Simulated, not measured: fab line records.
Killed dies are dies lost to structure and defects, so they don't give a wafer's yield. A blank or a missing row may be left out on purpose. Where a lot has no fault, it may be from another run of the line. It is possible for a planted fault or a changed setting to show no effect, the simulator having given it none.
8D (eight disciplines) problem report, filled in by code | flow sky130 | the parts of the form that need people (team, actions taken, sign-off) are left out

## 1. WHAT WENT WRONG
Wafers without a fault read 319.8 s, standard deviation 0.37; runLengthS at SKY_VIA4_HDPCVD_00 reads a mean of 310.6 s on 2 wafers belonging to 2 lots. Measured from the usual mean, that is -25 standard deviations.
The step: deposits SiO2, target thk 1750 nm, time 291.7 s.
First seen on wafer L336.6, day 44 07:16, on hdpcvd-02. The record holds 41 wafers of 14 lots with a number at this step. Rule for "out", or "out of limits": more than 4 standard deviations from the usual mean. The other wafers with a number count as sound.

## 2. WHAT THIS IS AND IS NOT
question                    | is                | is not
which readings at this step | runLengthS        | -
which lots                  | L336, L337        | L328, L329, L330, L331, L332, L333, L335, L344, L348, L349, L350, L351
which wafers of those lots  | L336.6, L337.6    | L336.2, L337.1, L337.4
read on which tools         | hdpcvd-02         | hdpcvd-01
when                        | from day 44 07:16 | up to then (22 sound wafers); but 17 sound wafers of L337, L344, L348, L349, L350, L351 came after

## 3. SUSPECTS, AND WHAT RULES EACH OUT
Counting: a tool at a process step up to the reading stays a suspect if it ran every lot that is out. Sound lots after the first of them don't rule it out here, since some wafers of a struck lot are sound.
- hdpcvd-02 at SKY_VIA4_HDPCVD_00 (deposits SiO2, target thk 1750 nm, time 291.7 s): kept. It ran every lot that is out, first L336 (day 44 07:16); its last sound lot up to then is L332 (day 43 00:19). Its own readings are out on those wafers: runLengthS.
Left after counting: hdpcvd-02 at SKY_VIA4_HDPCVD_00.

## 4. THE CAUSE (what the simulator had put in)
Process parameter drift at SKY_VIA4_HDPCVD_00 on hdpcvd-02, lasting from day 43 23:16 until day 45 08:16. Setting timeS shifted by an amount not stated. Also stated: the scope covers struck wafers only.
After counting, this tool was the only one left.

## 5. THE EFFECT CHAIN, in route order
Rows list readings where the struck wafers' mean (over those with a number) sits beyond 3 standard deviations from the usual. Only readings for which the record gives a usual standard deviation are gone through. hours: the time from each lot's start at the first step in this table that gives one to its start at this step, as a median over the lots. sigmas: the change in usual standard deviations.
hours | step               | reading    | usual   | on struck wafers | change | sigmas
0     | SKY_VIA4_HDPCVD_00 | runLengthS | 319.8 s | 310.6            | -9.2   | -25
It contains these process steps:
- SKY_VIA4_HDPCVD_00: deposits SiO2, target thk 1750 nm, time 291.7 s.

## 6. WHAT WOULD HAVE CAUGHT IT SOONER
The fault began at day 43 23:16; the first out-of-limits reading in this record came at day 44 07:16, 8 hours later.
